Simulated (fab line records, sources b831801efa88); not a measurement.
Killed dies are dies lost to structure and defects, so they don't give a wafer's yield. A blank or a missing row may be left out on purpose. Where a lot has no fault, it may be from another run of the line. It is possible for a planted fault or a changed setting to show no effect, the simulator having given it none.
A lot that was struck, set against a sound lot | flow gf180mcu | 18 out of 602 route steps
Sound: these wafers, L221.2, L221.5, L221.6. The struck wafers were L215.3, L215.6. The cause is named last.
Per side, at each step with rows, come the tool, then ch with its chambers, and then its first start. Under that, the readings that differ: sound wafers | struck wafers | difference of the means | sigmas: that difference in standard deviations of wafers without a fault.
alike: readings with means less than 2 such deviations apart, plus words and numbers identical on both sides. not compared: withheld readings, readings lacking a value on some wafer, bounds such as >300 that could conceal the same value, and numbers that have no deviation in the record and whose values overlap.
A row with sigmas, a row that says differs or no value, or rows on one side alone: a step with any of these is where the two part. Numbers that don't overlap but have no deviation are shown without sigmas and don't part them. Lack of a reading on every wafer of one side parts them only where that side has two or more wafers.

first, 2 steps without rows for these wafers: GF_CONTACT_PEB_12 (peb time 90 s); GF_CONTACT_DEVELOP_13 (develop time 60 s).
GF_CONTACT_CD_MEAS_14 targets a cd of 220 nm.
  struck on cd-sem-02, day 20 14:13; sound on cd-sem-02, day 22 19:47
  alike: cd-nm
GF_CONTACT_OVL_MEAS_15:
  struck on overlay-02, day 20 14:19; sound on overlay-02, day 22 19:54
  alike: CONTACT_OVL
then, 1 step without rows for these wafers: GF_CONTACT_ETCH_16 (etches BARC in N2/H2).
GF_CONTACT_ETCH_17: etches SiO2 in C4F8/O2/Ar, stops on CoSi2, target depth 860 nm.
  sound: rie-diel-02 ch 1,2,3; struck: rie-diel-02 ch 2
  alike: oes-product-au
GF_CONTACT_STRIP_18: strips in O2/N2.
  sound on plasma-asher-01 ch 0,1, day 22 20:05; struck on plasma-asher-01 ch 1, day 20 14:37
  alike: drypump-motor-current-A, heater-power-w, o2-flow-sccm, oes-product-au
  not compared: rf-hours-counter-h
then, 3 steps without rows for these wafers: GF_CONTACT_CLEAN_19 (cleans in SPM); GF_CONTACT_CLEAN_20 (cleans in DIW); GF_CONTACT_CLEAN_21 (cleans in dHF, time 20 s).
GF_CONTACT_SPUTTER_22: material Ti, target thk 15 nm, time 80.02 s.
  struck on pvd-sputter-01, day 20 14:54; sound on pvd-sputter-04, day 22 20:23
  alike: throttle-valve-pct
GF_CONTACT_SPUTTER_23: material TiN, target thk 10 nm, time 40 s.
  struck on pvd-sputter-01, day 20 14:58; sound on pvd-sputter-04, day 22 20:27
  alike: throttle-valve-pct
GF_CONTACT_CVD_24: deposits W, target thk 300 nm, time 90.339 s.
  sound on cvd-w-02 ch 0,1, day 22 20:29; struck on cvd-w-01 ch 0, day 20 15:02
  reading                               | sound             | struck      | difference | sigmas
  heater-power-outer-w (W)              | 472 477 449       | 544 566     | +89        | +2
  heater-power-w (W)                    | 733 743 759       | 918 904     | +166       | +2
  model.W_of_CONTACT_CVD_24.thk-nm (nm) | 299.6 298.3 299.1 | 188.8 189.7 | -109.8     |
GF_CONTACT_RS_MEAS_25: measurement is done with a four-point probe.
  struck on film-metro-03, day 20 15:08; sound on film-metro-03, day 22 20:37
  reading               | sound             | struck      | difference | sigmas
  CONTACT_W_RS (ohm/sq) | 0.384 0.385 0.384 | 0.613 0.609 | +0.227     | +48
GF_CONTACT_THK_MEAS_26: measures by xrf.
  struck on film-metro-03, day 20 15:14; sound on film-metro-03, day 22 20:43
  reading            | sound       | struck  | difference | sigmas
  CONTACT_W_THK (nm) | 293 291 293 | 186 187 | -106       | -25
GF_CONTACT_CMP_27: polishes, stops on SiO2, t overpolish 15 s, target thk 0 nm.
  sound on cmp-02 ch 0,1,3, day 22 20:52; struck on cmp-01 ch 0, day 20 15:17
  reading                | sound    | struck | difference | sigmas
  time-to-endpoint-s (s) | 75 72 73 | 45 48  | -27        | -6
  alike: motor-current-A, retaining-ring-pressure-frac
GF_M1_SPUTTER_00: material Ti, target thk 37.5 nm, time 150 s.
  struck on pvd-sputter-03, day 20 15:35; sound on pvd-sputter-03, day 22 21:04
  alike: throttle-valve-pct
GF_PASSIVATION_PROBE_99:
  the record holds rows for the sound wafers here (prober-02, day 34 00:52) but none for the struck ones

== WHERE THEY PART ==
At GF_CONTACT_CVD_24 first; at GF_PASSIVATION_PROBE_99 last (within this record only).

WHY: whatever the simulator had introduced
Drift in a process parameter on cvd-w-01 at GF_CONTACT_CVD_24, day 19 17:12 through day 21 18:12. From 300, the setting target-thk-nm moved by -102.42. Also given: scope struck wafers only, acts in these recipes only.
